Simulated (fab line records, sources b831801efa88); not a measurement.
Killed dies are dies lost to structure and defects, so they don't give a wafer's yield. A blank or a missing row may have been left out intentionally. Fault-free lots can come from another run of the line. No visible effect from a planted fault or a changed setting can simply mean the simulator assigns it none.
fab line records    flow sky130
record lots=7  wafers=21  lastDay=50
route steps=708 shown LDD_LDN@294 SPACER@304 PAD_OPEN@708
lots untouched by any fault: they come from a run of this same line in which no faults occurred
startH: hours from the record's opening day to when the first of the lot's shown wafers began    waitH: hours from the lot's prior step to this one    " same as the row above    L1.1+2: a single row standing in for several wafers    - value missing, or start not given    * or withheld: withheld    < > ~ a bound
route shown NAME@n: NAME is a module with steps in the file, n the number in the route of the first one    usual: the fault-free wafers' mean and standard deviation    same: alike in all rows    chamber/n: place in a boat    sites: readings site by site    _std_site: the values' standard deviation    _edge_site: outer sites' mean less inner sites'    radiusMm: for every site, how far away it sits from the centre of the wafer    mask NAME#n: copy n    behind: tool/chamber where the wafer was last shaped    hold: what put the lot on hold/how long, in hours/how the hold closed    device: the transistor (n, p or np) that didn't switch    end of line: the same wafers' tests at the end of the route    a step without rows: its recipe alone    killed: count of dies lost to structure and defects at first sort (not the wafer's yield)    map: dies across one wafer; x = killed, . = not, _ = none there
set.NAME: setting as actually run; set.NAME@STEP: the setting as run at that earlier step    model.NAME: the simulator's own value behind a step, which no gauge read
lots at selected steps of the route; one table per step, one row per wafer
services: a tool's chamber out of use, with start hour (startH, from the record's first day; less than 0 if before it), hours out, and reason
## steps
# step SKY_LDD_LDN_PEB_05
# recipe tempC=withheld  timeS=*  resist=NOVOLAK
# step SKY_LDD_LDN_DEVELOP_06
# recipe resist=NOVOLAK  developer=TMAH  developTimeS=60  devTempC=23
# step SKY_LDD_LDN_OVL_MEAS_07
# usual LDD_LDN_OVL=0.8/1.4
lot.wafer  tool        chamber  startH  waitH  LDD_LDN_OVL[nm]
L779.3     overlay-01  -        549.09  0.1    1.8
L779.4     "           -        "       "      2.9
L779.6     "           -        "       "      2.0
L782.1     overlay-01  -        578.08  0.1    0.0
L782.4     "           -        "       "      1.2
L782.6     "           -        "       "      -0.7
L789.3     overlay-01  -        632.69  0.1    3.1
L789.4     "           -        "       "      1.5
L789.6     "           -        "       "      1.8
L788.1     overlay-01  -        646.30  0.1    -1.1
L788.5     "           -        "       "      0.0
L788.6     "           -        "       "      -0.9
L790.1     overlay-01  -        648.34  0.1    1.9
L790.2     "           -        "       "      1.9
L790.6     "           -        "       "      2.5
L798.1     overlay-01  -        713.08  0.1    2.1
L798.3     "           -        "       "      1.1
L798.6     "           -        "       "      0.6
L799.1     overlay-01  -        723.73  0.1    1.1
L799.2     "           -        "       "      0.5
L799.4     "           -        "       "      2.3
# step SKY_LDD_LDN_IMPLANT_08
# recipe species=As  energyKev=15  doseCm2=1.25e+13  tiltDeg=withheld  rotationDeg=23
# step SKY_LDD_LDN_IMPLANT_09
# recipe species=As  energyKev=15  doseCm2=1.25e+13  tiltDeg=withheld  rotationDeg=113
# step SKY_LDD_LDN_IMPLANT_10
# recipe species=As  energyKev=15  doseCm2=1.25e+13  tiltDeg=withheld  rotationDeg=203
# step SKY_LDD_LDN_IMPLANT_11
# recipe species=As  energyKev=15  doseCm2=1.25e+13  tiltDeg=withheld  rotationDeg=293
# step SKY_LDD_LDN_STRIP_12
# recipe chemistry=O2/N2  powerW=1400  pressureMtorr=1500  platenTempC=withheld  o2FlowSccm=3000  n2FlowSccm=300  overashFraction=0.5
# usual drypumpMotorCurrentA=5.52/0.23  n2FlowSccm=300.1/0.88  oesProductAu=0.716/0.0047  stripTimeToEndpointS=14.19/0.031
lot.wafer  tool            chamber  startH  waitH  drypumpMotorCurrentA  n2FlowSccm  oesProductAu  rfHoursCounterH  stripTimeToEndpointS
L779.3     plasmaAsher-04  0        549.75  0.1    5.69                  300.1       0.715         -                14.16
L779.4     "               1        "       "      5.40                  300.8       0.715         -                14.16
L779.6     "               1        "       "      5.40                  301.4       0.708         -                14.22
L782.1     plasmaAsher-01  0        578.72  0.1    5.48                  300.1       0.716         15               14.18
L782.4     "               1        "       "      5.29                  299.2       0.716         -                14.16
L782.6     "               0        "       "      5.46                  299.7       0.715         -                14.18
L789.3     plasmaAsher-04  1        633.35  0.1    5.40                  300.4       0.718         -                14.21
L789.4     "               0        "       "      5.69                  300.4       0.726         -                14.19
L789.6     "               1        "       "      5.36                  300.6       0.722         -                14.22
L788.1     plasmaAsher-03  1        646.94  0.1    5.96                  301.0       0.723         86               14.16
L788.5     "               0        "       "      5.45                  298.6       0.721         -                14.19
L788.6     "               1        "       "      5.95                  299.7       0.713         -                14.15
L790.1     plasmaAsher-03  1        648.98  0.1    5.96                  299.9       0.717         86               14.21
L790.2     "               0        "       "      5.42                  299.2       0.716         86               14.19
L790.6     "               0        "       "      5.44                  300.2       0.719         -                14.18
L798.1     plasmaAsher-04  0        713.72  0.1    5.68                  299.6       0.711         100              14.16
L798.3     "               0        "       "      5.68                  298.8       0.720         -                14.13
L798.6     "               1        "       "      5.38                  299.2       0.712         -                14.18
L799.1     plasmaAsher-01  0        724.37  0.1    5.48                  300.4       0.708         29               14.22
L799.2     "               1        "       "      5.20                  298.7       0.709         29               14.18
L799.4     "               1        "       "      5.23                  299.9       0.716         -                14.18
# step SKY_LDD_LDN_TW_MEAS_13
# usual LDD_LDN_TW=1479/7
lot.wafer  tool          chamber  startH  waitH  LDD_LDN_TW
L779.3     filmMetro-01  -        549.84  0.1    1487
L779.4     "             -        "       "      1480
L779.6     "             -        "       "      1483
L782.1     filmMetro-03  -        578.82  0.1    1475
L782.4     "             -        "       "      1475
L782.6     "             -        "       "      1480
L789.3     filmMetro-03  -        633.44  0.1    1479
L789.4     "             -        "       "      1478
L789.6     "             -        "       "      1481
L788.1     filmMetro-04  -        647.04  0.1    1472
L788.5     "             -        "       "      1466
L788.6     "             -        "       "      1470
L790.1     filmMetro-03  -        649.08  0.1    1482
L790.2     "             -        "       "      1478
L790.6     "             -        "       "      1487
L798.1     filmMetro-04  -        713.82  0.1    1476
L798.3     "             -        "       "      1467
L798.6     "             -        "       "      1476
L799.1     filmMetro-04  -        724.47  0.1    1483
L799.2     "             -        "       "      1479
L799.4     "             -        "       "      1481
# step SKY_LDD_LDN_CLEAN_14
# recipe chemistry=SC1/SC2  mix=1:4:20  tempC=70  timeS=150  dry=n2Spin
# step SKY_SPACER_CVD_00
# recipe material=Si3N4  precursor=DCS/NH3  targetThkNm=43.1  tempC=770  timeS=740  pressureMtorr=250
# step SKY_SPACER_THK_MEAS_01
# recipe reads=Si3N4_of_SPACER_CVD_00
# usual SPACER_CVD_00_THK=43.1/0.42
lot.wafer  tool          chamber  startH  waitH  SPACER_CVD_00_THK[nm]
L779.3     filmMetro-01  -        551.15  0.0    43.1
L779.4     "             -        "       "      43.2
L779.6     "             -        "       "      43.0
L782.1     filmMetro-04  -        580.13  0.0    43.7
L782.4     "             -        "       "      43.5
L782.6     "             -        "       "      43.7
L789.3     filmMetro-04  -        634.75  0.0    43.1
L789.4     "             -        "       "      43.0
L789.6     "             -        "       "      42.5
L788.1     filmMetro-01  -        648.35  0.0    43.0
L788.5     "             -        "       "      43.2
L788.6     "             -        "       "      42.9
L790.1     filmMetro-04  -        650.40  0.0    42.7
L790.2     "             -        "       "      42.5
L790.6     "             -        "       "      42.9
L798.1     filmMetro-04  -        715.32  0.0    43.5
L798.3     "             -        "       "      43.1
L798.6     "             -        "       "      43.0
L799.1     filmMetro-02  -        726.22  0.0    42.9
L799.2     "             -        "       "      43.1
L799.4     "             -        "       "      42.9
# step SKY_SPACER_ETCHBACK_02
# recipe chemistry=CH3F/O2  target=Si3N4  stopOn=SiO2  sourceW=400  biasW=80  pressureMtorr=25  ch3fFlowSccm=40  O2_flow_sccm=30  timeS=46.7  targetDepthA=450
# usual O2_flow_sccm=30.01/0.095  biasW=79.97/0.23  drypumpMotorCurrentA=5.5/0.44  oesProductAu=0.855/0.006  throttleValvePct=10.563/0.0086  timeS=46.7/0
lot.wafer  tool        chamber  startH  waitH  O2_flow_sccm  biasW  drypumpMotorCurrentA  oesProductAu  rfHoursCounterH  throttleValvePct  timeS
L779.3     rieDiel-04  3        551.19  0.0    30.03         80.12  5.2                   0.857         6                10.561            46.7
L779.4     "           0        "       "      29.99         80.36  5.0                   0.862         1                10.560            46.7
L779.6     "           0        "       "      29.95         80.05  5.0                   0.860         -                10.565            46.7
L782.1     rieDiel-03  0        580.19  0.1    30.05         79.78  5.2                   0.849         16               10.556            46.7
L782.4     "           3        "       "      30.16         79.77  5.3                   0.855         16               10.568            46.7
L782.6     "           3        "       "      30.20         79.64  5.3                   0.861         -                10.586            46.7
L789.3     rieDiel-04  0        634.79  0.0    -             -      -                     -             -                -                 -
L789.4     "           2        "       "      -             -      -                     -             -                -                 -
L789.6     "           1        "       "      -             -      -                     -             -                -                 -
L788.1     rieDiel-03  0        648.41  0.1    -             -      -                     -             -                -                 -
L788.5     "           3        "       "      -             -      -                     -             -                -                 -
L788.6     "           1        "       "      -             -      -                     -             -                -                 -
L790.1     rieDiel-03  1        650.46  0.1    -             -      -                     -             -                -                 -
L790.2     "           0        "       "      -             -      -                     -             -                -                 -
L790.6     "           0        "       "      -             -      -                     -             -                -                 -
L798.1     rieDiel-03  1        715.38  0.1    29.99         80.03  5.4                   0.853         4                10.569            46.7
L798.3     "           0        "       "      29.97         79.92  5.2                   0.857         20               10.565            46.7
L798.6     "           3        "       "      30.19         80.01  5.3                   0.852         -                10.538            46.7
L799.1     rieDiel-03  3        726.28  0.1    30.14         79.80  5.3                   0.859         20               10.568            46.7
L799.2     "           1        "       "      30.10         80.27  5.4                   0.856         4                10.562            46.7
L799.4     "           0        "       "      30.08         80.04  5.2                   0.852         20               10.576            46.7
# step SKY_PAD_OPEN_PROBE_99
# usual killed_at_M0_to_M3=44/6.9  killed_at_M4_up=3.2/1.8  killedAtContacts=23/5.2  killedAtFrontEnd=15/4.5  killedAtOther=0.3/0.56  killedDies=85/8.8  killedOnRim=17/3.5  killedOpen=47/6.7  killedShort=39/6.4
# same grossDies=492  killedAtBackSide=0
lot.wafer  tool       chamber  startH   waitH  killed_at_M0_to_M3  killed_at_M4_up  killedAtContacts  killedAtFrontEnd  killedAtOther  killedDies  killedOnRim  killedOpen  killedShort
L779.3     prober-01  -        1090.98  0.2    42                  4                26                9                 0              81          13           44          37
L779.4     prober-01  -        1091.03  0.2    32                  2                32                8                 1              75          11           45          30
L779.6     prober-01  -        1091.13  0.2    40                  6                28                8                 0              82          21           46          36
L782.4     prober-02  -        1109.95  0.2    41                  2                25                16                0              84          15           56          28
L782.6     prober-02  -        1110.05  0.2    49                  3                18                15                1              86          13           52          34
L789.3     prober-02  -        1147.43  0.2    63                  7                27                395               0              492         96           51          60
L789.4     prober-02  -        1147.48  0.2    37                  6                25                424               0              492         96           48          33
L789.6     prober-02  -        1147.58  0.2    52                  6                18                415               1              492         96           46          42
L788.1     prober-01  -        1154.57  0.1    42                  4                29                417               0              492         96           51          40
L788.5     prober-01  -        1154.77  0.2    61                  1                23                404               3              492         96           58          43
L788.6     prober-01  -        1154.82  0.2    33                  4                23                432               0              492         96           47          32
L790.1     prober-02  -        1157.04  0.1    28                  1                27                436               0              492         96           41          32
L790.2     prober-02  -        1157.09  0.1    48                  2                19                422               1              492         96           40          37
L790.6     prober-02  -        1157.29  0.2    42                  5                23                422               0              492         96           45          48
# killed by level:class
L779.3 LI_CONTACT:geometricParticle:open=9 CONTACT:geometricParticle:open=9 VIA1:geometricParticle:short=9 VIA3:geometricParticle:open=8 VIA2:geometricParticle:open=5 CONTACT:geometricParticle:short=5 METAL1:geometricParticle:short=5 VIA1:geometricParticle:open=5
L779.4 CONTACT:geometricParticle:open=11 LI_CONTACT:geometricParticle:open=9 VIA1:geometricParticle:open=7 VIA3:geometricParticle:open=6 LI_CONTACT:geometricParticle:short=4 CONTACT:geometricParticle:short=4 VIA3:geometricParticle:short=4 FIELD_ISO:geometricParticle:open=3
L779.6 VIA1:geometricParticle:open=11 LI_CONTACT:geometricParticle:open=9 VIA3:geometricParticle:open=8 CONTACT:geometricParticle:open=7 METAL2:geometricParticle:short=5 LOCAL_INTERCONNECT:geometricParticle:short=5 VIA1:geometricParticle:short=5 CONTACT:geometricParticle:short=4
L782.4 LI_CONTACT:geometricParticle:open=14 CONTACT:geometricParticle:open=8 VIA1:geometricParticle:open=8 VIA3:geometricParticle:open=7 VIA2:geometricParticle:open=6 FIELD_ISO:geometricParticle:short=5 METAL1:geometricParticle:short=5 VIA2:geometricParticle:short=4
L782.6 VIA1:geometricParticle:open=15 CONTACT:geometricParticle:open=8 VIA3:geometricParticle:open=7 VIA2:geometricParticle:short=6 VIA2:geometricParticle:open=5 POLY_GATE:geometricParticle:open=4 POLY_GATE:geometricParticle:short=4 LI_CONTACT:geometricParticle:open=4
L789.3 SPACER:areaEtchback=381 METAL1:geometricParticle:short=10 VIA1:geometricParticle:open=10 VIA3:geometricParticle:open=10 METAL2:geometricParticle:short=9 LI_CONTACT:geometricParticle:open=7 METAL4:geometricParticle:short=7 LI_CONTACT:geometricParticle:short=6
L789.4 SPACER:areaEtchback=411 CONTACT:geometricParticle:open=10 VIA1:geometricParticle:open=8 LI_CONTACT:geometricParticle:open=6 METAL1:geometricParticle:short=6 VIA3:geometricParticle:open=6 FIELD_ISO:geometricParticle:open=5 VIA2:geometricParticle:open=5
L789.6 SPACER:areaEtchback=404 CONTACT:geometricParticle:open=9 VIA1:geometricParticle:open=9 VIA3:geometricParticle:open=9 METAL2:geometricParticle:short=8 VIA2:geometricParticle:open=5 VIA2:geometricParticle:short=4 METAL3:geometricParticle:short=4
L788.1 SPACER:areaEtchback=401 CONTACT:geometricParticle:open=14 VIA1:geometricParticle:open=9 VIA1:geometricParticle:short=6 METAL2:geometricParticle:short=6 VIA2:geometricParticle:open=6 FIELD_ISO:geometricParticle:short=5 VIA3:geometricParticle:open=5
L788.5 SPACER:areaEtchback=391 VIA1:geometricParticle:open=15 CONTACT:geometricParticle:open=11 VIA2:geometricParticle:open=10 VIA3:geometricParticle:open=9 VIA1:geometricParticle:short=6 CONTACT:geometricParticle:short=6 POLY_GATE:geometricParticle:open=5
L788.6 SPACER:areaEtchback=413 CONTACT:geometricParticle:open=11 VIA1:geometricParticle:open=9 LI_CONTACT:geometricParticle:open=7 VIA1:geometricParticle:short=7 VIA3:geometricParticle:open=7 METAL1:geometricParticle:short=6 FIELD_ISO:geometricParticle:open=4
L790.1 SPACER:areaEtchback=419 CONTACT:geometricParticle:open=9 VIA1:geometricParticle:open=7 POLY_GATE:geometricParticle:open=6 LOCAL_INTERCONNECT:geometricParticle:short=6 LI_CONTACT:geometricParticle:open=6 METAL1:geometricParticle:short=5 LI_CONTACT:geometricParticle:short=4
L790.2 SPACER:areaEtchback=415 VIA3:geometricParticle:open=9 CONTACT:geometricParticle:open=8 METAL1:geometricParticle:short=7 VIA1:geometricParticle:open=7 VIA2:geometricParticle:open=7 METAL2:geometricParticle:short=5 VIA1:geometricParticle:short=4
L790.6 SPACER:areaEtchback=399 POLY_GATE:geometricParticle:short=9 LI_CONTACT:geometricParticle:open=9 VIA3:geometricParticle:open=8 CONTACT:geometricParticle:open=6 METAL1:geometricParticle:short=6 METAL4:geometricParticle:short=5 VIA1:geometricParticle:open=5
# map L788.1 (x killed, . not)
__________xxxxxxxxxx_________
________xxxxxxxxxxxxxx_______
______xxxxxxxxxxxxxxxxxx_____
_____xxxxxxxxxxxxxxxxxxxx____
____xxxxxxxxxxxxxxxxxxxxxx___
___xxxxxxxxxxxxxxxxxxxxxxxx__
__xxxxxxxxxxxxxxxxxxxxxxxxxx_
_xxxxxxxxxxxxxxxxxxxxxxxxxxxx
_xxxxxxxxxxxxxxxxxxxxxxxxxxxx
_xxxxxxxxxxxxxxxxxxxxxxxxxxxx
_xxxxxxxxxxxxxxxxxxxxxxxxxxxx
_xxxxxxxxxxxxxxxxxxxxxxxxxxxx
_xxxxxxxxxxxxxxxxxxxxxxxxxxxx
_xxxxxxxxxxxxxxxxxxxxxxxxxxxx
_xxxxxxxxxxxxxxxxxxxxxxxxxxxx
__xxxxxxxxxxxxxxxxxxxxxxxxxx_
___xxxxxxxxxxxxxxxxxxxxxxxx__
____xxxxxxxxxxxxxxxxxxxxxx___
_____xxxxxxxxxxxxxxxxxxxx____
______xxxxxxxxxxxxxxxxxx_____
________xxxxxxxxxxxxxx_______
__________xxxxxxxxxx_________
# map L789.3 (x killed, . not)
__________xxxxxxxxxx_________
________xxxxxxxxxxxxxx_______
______xxxxxxxxxxxxxxxxxx_____
_____xxxxxxxxxxxxxxxxxxxx____
____xxxxxxxxxxxxxxxxxxxxxx___
___xxxxxxxxxxxxxxxxxxxxxxxx__
__xxxxxxxxxxxxxxxxxxxxxxxxxx_
_xxxxxxxxxxxxxxxxxxxxxxxxxxxx
_xxxxxxxxxxxxxxxxxxxxxxxxxxxx
_xxxxxxxxxxxxxxxxxxxxxxxxxxxx
_xxxxxxxxxxxxxxxxxxxxxxxxxxxx
_xxxxxxxxxxxxxxxxxxxxxxxxxxxx
_xxxxxxxxxxxxxxxxxxxxxxxxxxxx
_xxxxxxxxxxxxxxxxxxxxxxxxxxxx
_xxxxxxxxxxxxxxxxxxxxxxxxxxxx
__xxxxxxxxxxxxxxxxxxxxxxxxxx_
___xxxxxxxxxxxxxxxxxxxxxxxx__
____xxxxxxxxxxxxxxxxxxxxxx___
_____xxxxxxxxxxxxxxxxxxxx____
______xxxxxxxxxxxxxxxxxx_____
________xxxxxxxxxxxxxx_______
__________xxxxxxxxxx_________
## services
tool            chamber  startH  hours  kind
rieDiel-04      -        585.84  12.9   repair
rieDiel-03      3        597.84  7.2    repair
rieDiel-04      -        612.57  1.9    repair
rieDiel-03      2        625.29  -      clean
rieDiel-03      2        625.29  23.5   scheduledDown
rieDiel-03      2        625.29  23.5   ventCycle
rieDiel-04      3        630.96  13.0   repair
rieDiel-03      1        636.96  4.5    repair
plasmaAsher-01  -        640.96  1.7    repair
rieDiel-04      2        646.61  16.7   repair
plasmaAsher-01  -        664.20  0.3    repair
plasmaAsher-01  -        676.96  2.5    repair
rieDiel-03      -        703.14  2.8    pm
plasmaAsher-03  -        707.60  4.6    repair
rieDiel-03      -        713.08  2.2    repair
rieDiel-03      -        716.20  1.1    repair
## key
firstSign step=SKY_SPACER_ETCHBACK_02  reading=toolRecord  direction=missing
effect step=SKY_PAD_OPEN_PROBE_99  reading=killedAtFrontEnd  direction=up  sigmas=89  usual=15  struck=419
moreKillsBornAt SKY_SPACER_ETCHBACK_02@rieDiel-03=2430  SKY_SPACER_ETCHBACK_02@rieDiel-04=1196
metAt SKY_SPACER_ETCHBACK_02
struckWafers L788.1,L788.5,L788.6,L789.3,L789.4,L789.6,L790.1,L790.2,L790.6
laterRowsLeftOut L788.1,L788.5,L788.6,L789.3,L789.4,L789.6,L790.1,L790.2,L790.6
testerLeftOut L788,L789,L790
onsetBetween 580.19 634.79
fault kind=skippedStepWhole  tool=rieDiel-03,rieDiel-04  chamber=-  onsetH=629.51  steps=SKY_SPACER_ETCHBACK_02  scope=struckLotsOnly
# testerLeftOut: of these lots the tester's yield and bins aren't shown, on N5 and GAA mostly nor the transistor test; their killed dies are dies lost to structure and defects alone, not to doping, threshold or leakage, so they don't give the yield
# laterRowsLeftOut: the simulator's readings of these wafers behind a module that went badly wrong aren't trusted and aren't shown, but for the sort
